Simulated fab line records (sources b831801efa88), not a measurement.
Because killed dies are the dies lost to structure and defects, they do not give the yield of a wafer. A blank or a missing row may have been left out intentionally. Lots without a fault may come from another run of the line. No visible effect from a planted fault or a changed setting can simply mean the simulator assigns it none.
A lot that was struck, set against a sound lot + flow sfq line + 42 steps out of a route of 325
Sound: the wafers L815.2, L815.3, L815.5. The struck wafers were L829.1, L829.2, L829.5. The cause is named last.
Per side, at each step with rows, come the tool, then ch with its chambers, and then its first start. Under that, the readings that differ: sound wafers + struck wafers + difference of the means + sigmas: that difference in standard deviations of wafers without a fault.
alike: readings whose means differ by less than 2 such deviations, and words and numbers that are the same on both sides. not compared: withheld readings, readings that some wafer has no value for, bounds like >300 that may hide the same value, and numbers for which the record gives no deviation and whose values overlap.
The two part at a step that has a row with sigmas, a row that says differs or no value, or rows on one side only. Numbers that have no deviation but don't overlap get no sigmas and don't part them. A reading missing from all wafers of one side parts the sides only when that side holds two or more wafers.

first, 6 steps without rows for these wafers: SFQ_TRILAYER_M0_LITHO_COAT_026 (resist thk 62 nm); SFQ_TRILAYER_M0_LITHO_COAT_021 (resist thk 600 nm); SFQ_TRILAYER_M0_LITHO_SOFTBAKE_025; SFQ_TRILAYER_M0_LITHO_EXPOSE_022 (exposes mask M0, target cd 500 nm); SFQ_TRILAYER_M0_LITHO_PEB_024 (peb time 60 s); SFQ_TRILAYER_M0_LITHO_DEVELOP_023 (time 60 s).
SFQ_M0_OVL_MEAS_906:
  sound on overlay-02 at day 14 20:41; struck on overlay-01 at day 18 15:37
  alike: M0_OVL
then, 1 step without rows for these wafers: SFQ_TRILAYER_M0_BARC_OPEN_METAL_ETCH_031 (etches BARC in O2, target depth 125 nm, time 41.7 s).
SFQ_TRILAYER_M0_ETCH_METAL_ETCH_024: etches Nb in Cl2/Ar, stops on SiO2, target depth 240 nm, time 120 s.
  sound on rie metal-04 ch 1, day 14 20:47; struck on rie metal-04 ch 0, day 18 15:47
| reading               | sound             | struck            | difference | sigmas |
|-----------------------|-------------------|-------------------|------------|--------|
| oes product au (a.u.) | 0.906 0.897 0.900 | 0.885 0.880 0.893 | -0.015     | -3     |
  alike: drypump motor current A
  not compared: rf hours counter h
SFQ_TRILAYER_M0_STRIP_STRIP_025: strips in O2.
  sound on rie metal-04 ch 1, day 14 20:55; struck on rie metal-04 ch 0, day 18 16:02
  alike: drypump motor current A, oes product au
  not compared: rf hours counter h
then, 2 steps without rows for these wafers: SFQ_TRILAYER_M0_STRIP_SOLV_CLEAN_026 (cleans in NMP, time 600 s); SFQ_TRILAYER_I0_DEP_PECVD_027 (deposits SiO2 from SiH4/N2O, time 111.11 s, target thk 500 nm).
SFQ_TRILAYER_I0_CMP_CMP_028: polishes SiO2.
  sound on cmp-02 ch 0,1,3, day 14 21:47; struck on cmp-02 ch 1,3, day 18 17:29
| reading                                             | sound             | struck            | difference | sigmas |
|-----------------------------------------------------|-------------------|-------------------|------------|--------|
| time to endpoint s (s)                              | 213 208 216       | 178 176 190       | -31        | -4     |
| model.SiO2_of_TRILAYER_I0_DEP_PECVD_027.thk nm (nm) | 200.8 200.3 199.5 | 250.6 249.5 251.2 | +50.2      |        |
  alike: motor current A
SFQ_I0_BOW_MEAS_907:
  sound on film metro-04 at day 15 00:48; struck on film metro-01 at day 18 20:29
  alike: I0_BOW
SFQ_TRILAYER_I0_METRO_MEASURE_029:
  sound on film metro-04 at day 15 01:06; struck on film metro-01 at day 18 20:36
| reading     | sound             | struck            | difference | sigmas |
|-------------|-------------------|-------------------|------------|--------|
| thk nm (nm) | 200.7 200.3 199.4 | 250.5 249.6 251.1 | +50.3      | +46    |
then, 6 steps without rows for these wafers: SFQ_TRILAYER_I0_VIA_LITHO_COAT_036 (resist thk 62 nm); SFQ_TRILAYER_I0_VIA_LITHO_COAT_031 (resist thk 650 nm); SFQ_TRILAYER_I0_VIA_LITHO_SOFTBAKE_035; SFQ_TRILAYER_I0_VIA_LITHO_EXPOSE_032 (exposes mask I0, target cd 500 nm); SFQ_TRILAYER_I0_VIA_LITHO_PEB_034 (peb time 60 s); SFQ_TRILAYER_I0_VIA_LITHO_DEVELOP_033 (time 60 s).
-- the record jumps here: 6 days lie between the struck wafers' starts before and after --
SFQ_I0_OVL_MEAS_908:
  sound on overlay-01 at day 20 20:11; struck on overlay-02 at day 25 06:31
  alike: I0_OVL
SFQ_TRILAYER_I0_VIA_BARC_OPEN_VIA_ETCH_046: etches BARC in O2, target depth 125 nm, time 41.7 s.
  sound on rie diel-02 ch 1,2, day 20 20:13; struck on rie diel-02 ch 1,2,3, day 25 06:34
  alike: drypump motor current A, oes product au
  not compared: rf hours counter h
SFQ_TRILAYER_I0_VIA_ETCH_VIA_ETCH_034: etches SiO2 in CHF3, stops on Nb, target depth 260 nm.
  sound on rie diel-02 ch 1,2, day 20 20:15; struck on rie diel-02 ch 1,2,3, day 25 06:36
| reading                        | sound             | struck            | difference | sigmas |
|--------------------------------|-------------------|-------------------|------------|--------|
| oes product au (a.u.)          | 0.855 0.856 0.854 | 0.972 0.971 0.982 | +0.120     | +24    |
| model.I0.feature depth nm (nm) | 200.8 200.3 199.5 | 250.6 249.5 251.2 | +50.2      |        |
| model.etch.depth nm (nm)       | 200.8 200.3 199.5 | 250.6 249.5 251.2 | +50.2      |        |
  alike: drypump motor current A
then, 3 steps without rows for these wafers: SFQ_TRILAYER_I0_VIA_STRIP_STRIP_035 (strips in O2); SFQ_TRILAYER_I0_VIA_STRIP_SOLV_CLEAN_036 (cleans in NMP, time 600 s); SFQ_TRILAYER_M1_DEP_PRE_CLEAN_038 (time 22.5 s).
SFQ_TRILAYER_M1_DEP_SPUTTER_037: material Nb, target thk 200 nm, time 133.3 s.
  sound on pvd sputter-04 at day 20 21:10; struck on pvd sputter-06 at day 25 07:32
  alike: throttle valve pct
SFQ_M1_RS_MEAS_909: measures by four-point-probe.
  sound on film metro-02 at day 20 21:17; struck on film metro-01 at day 25 07:37
| reading           | sound             | struck            | difference | sigmas |
|-------------------|-------------------|-------------------|------------|--------|
| M1_NB_RS (ohm/sq) | 0.912 0.903 0.901 | 0.865 0.881 0.897 | -0.024     | -2     |
then, 6 steps without rows for these wafers: SFQ_TRILAYER_M1_LITHO_COAT_044 (resist thk 62 nm); SFQ_TRILAYER_M1_LITHO_COAT_039 (resist thk 600 nm); SFQ_TRILAYER_M1_LITHO_SOFTBAKE_043; SFQ_TRILAYER_M1_LITHO_EXPOSE_040 (exposes mask M1, target cd 500 nm); SFQ_TRILAYER_M1_LITHO_PEB_042 (peb time 60 s); SFQ_TRILAYER_M1_LITHO_DEVELOP_041 (time 60 s).
-- the record jumps here: 6 days lie between the struck wafers' starts before and after --
SFQ_M1_OVL_MEAS_911:
  sound on overlay-01 at day 26 19:47; struck on overlay-01 at day 31 07:56
  alike: M1_OVL
then, 1 step without rows for these wafers: SFQ_TRILAYER_M1_BARC_OPEN_METAL_ETCH_054 (etches BARC in O2, target depth 125 nm, time 41.7 s).
SFQ_TRILAYER_M1_ETCH_METAL_ETCH_042: etches Nb in Cl2/Ar, stops on SiO2, target depth 240 nm, time 120 s.
  sound on rie metal-02 ch 0,1, day 26 19:53; struck on rie metal-04 ch 0,1, day 31 08:02
| reading                                             | sound             | struck            | difference | sigmas |
|-----------------------------------------------------|-------------------|-------------------|------------|--------|
| model.SiO2_of_TRILAYER_I0_DEP_PECVD_027.thk nm (nm) | 192.7 192.3 191.4 | 242.5 241.4 243.1 | +50.2      |        |
  alike: drypump motor current A, oes product au
  not compared: rf hours counter h
SFQ_TRILAYER_M1_STRIP_STRIP_043: strips in O2.
  sound on rie metal-02 ch 0,1, day 26 20:00; struck on rie metal-04 ch 0,1, day 31 08:09
| reading               | sound             | struck            | difference | sigmas |
|-----------------------|-------------------|-------------------|------------|--------|
| oes product au (a.u.) | 0.994 1.008 0.994 | 1.011 1.024 1.029 | +0.023     | +2     |
  alike: drypump motor current A
  not compared: rf hours counter h
then, 2 steps without rows for these wafers: SFQ_TRILAYER_M1_STRIP_SOLV_CLEAN_044 (cleans in NMP, time 600 s); SFQ_TRILAYER_I1_DEP_PECVD_045 (deposits SiO2 from SiH4/N2O, time 111.11 s, target thk 500 nm).
-- the record jumps here: 56 days lie between the struck wafers' starts before and after --
SFQ_M8_BOW_MEAS_951:
  sound on film metro-02 at day 81 16:46; struck on film metro-02 at day 87 12:20
| reading                 | sound             | struck            | difference | sigmas |
|-------------------------|-------------------|-------------------|------------|--------|
| model.etest.i0.link ohm | 1.986 1.988 1.982 | 1.995 2.012 2.028 | +0.026     |        |
  alike: M8_BOW

== WHERE THEY PART ==
At SFQ_TRILAYER_M0_ETCH_METAL_ETCH_024 first; at SFQ_TRILAYER_M1_STRIP_STRIP_043 last (within this record only). Later steps at which nothing parts them and some readings are alike: SFQ_M8_BOW_MEAS_951.

WHY: the cause the simulator had injected
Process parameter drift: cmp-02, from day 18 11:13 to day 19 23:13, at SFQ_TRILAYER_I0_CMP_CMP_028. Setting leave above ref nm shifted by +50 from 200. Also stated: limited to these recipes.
